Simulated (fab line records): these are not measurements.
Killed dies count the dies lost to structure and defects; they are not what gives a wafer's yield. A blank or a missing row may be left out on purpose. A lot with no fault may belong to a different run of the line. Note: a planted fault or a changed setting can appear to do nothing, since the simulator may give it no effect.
The tool behind it: which one? | flow sky130 | 6 lots, 18 wafers sampled, at 2 steps of a route of 708

WHAT THE GAUGES SHOWED, per wafer
SKY_POLY_GATE_THK_MEAS_21.
lot  | measured     | on           | POLY_GATE_OXIDATION_THK (nm)
L655 | day 16 21:27 | filmMetro-03 | 3.97 3.92 3.95
L658 | day 18 20:00 | filmMetro-03 | 4.04 4.04 4.15
L661 | day 19 02:38 | filmMetro-02 | 3.95 3.96 3.97
L667 | day 21 03:52 | filmMetro-03 | 4.56 4.59 4.63 4.60 4.61 4.62
L672 | day 23 07:16 | filmMetro-03 | 4.10 4.06 4.07
L675 | day 24 20:01 | filmMetro-04 | 3.85 3.81 3.84

TOOL THAT RAN EACH LOT (tool first, then ch and the chambers of the sampled wafers, then the start)
lot  | SKY_POLY_GATE_OXIDATION_20
L655 | furnace-02 ch 0, day 16 20:12
L658 | furnace-02 ch 0, day 18 18:44
L661 | furnace-01 ch 0, day 19 01:19
L667 | furnace-02 ch 0, day 21 02:37
L672 | furnace-01 ch 0, day 23 06:01
L675 | furnace-02 ch 0, day 24 18:46
- SKY_POLY_GATE_OXIDATION_20: stabilise 600 s, purge 300 s, target thk 4 nm.

THE ANSWER, worked out from the rows above alone
Rule: usual is defined by the lots themselves. The widest of any qualifying gaps counts: lots, ordered by their means at a reading, are off when they make up no more than a third of the lots, leave a main group of 4 or more, and stand apart from it by 3 or more times the standard deviation of that group's means. A main group is skipped when, at the precision printed for the reading in the tables above, its means are all equal. A lot without any number at a reading at which 4 lots or more have one is off too. All remaining lots with rows at the step are treated as sound.
Off: L667, seen at SKY_POLY_GATE_THK_MEAS_21 (POLY_GATE_OXIDATION_THK). For the main group the mean is 3.98 nm and the standard deviation 0.091.
A tool fits if, at a process step before that reading, it ran every lot that is off, and no sound lot after the first of them. The gauges at SKY_POLY_GATE_THK_MEAS_21 are tried like those tools. Of those tried, none fits.

WHAT THE SIMULATOR HAD PUT IN
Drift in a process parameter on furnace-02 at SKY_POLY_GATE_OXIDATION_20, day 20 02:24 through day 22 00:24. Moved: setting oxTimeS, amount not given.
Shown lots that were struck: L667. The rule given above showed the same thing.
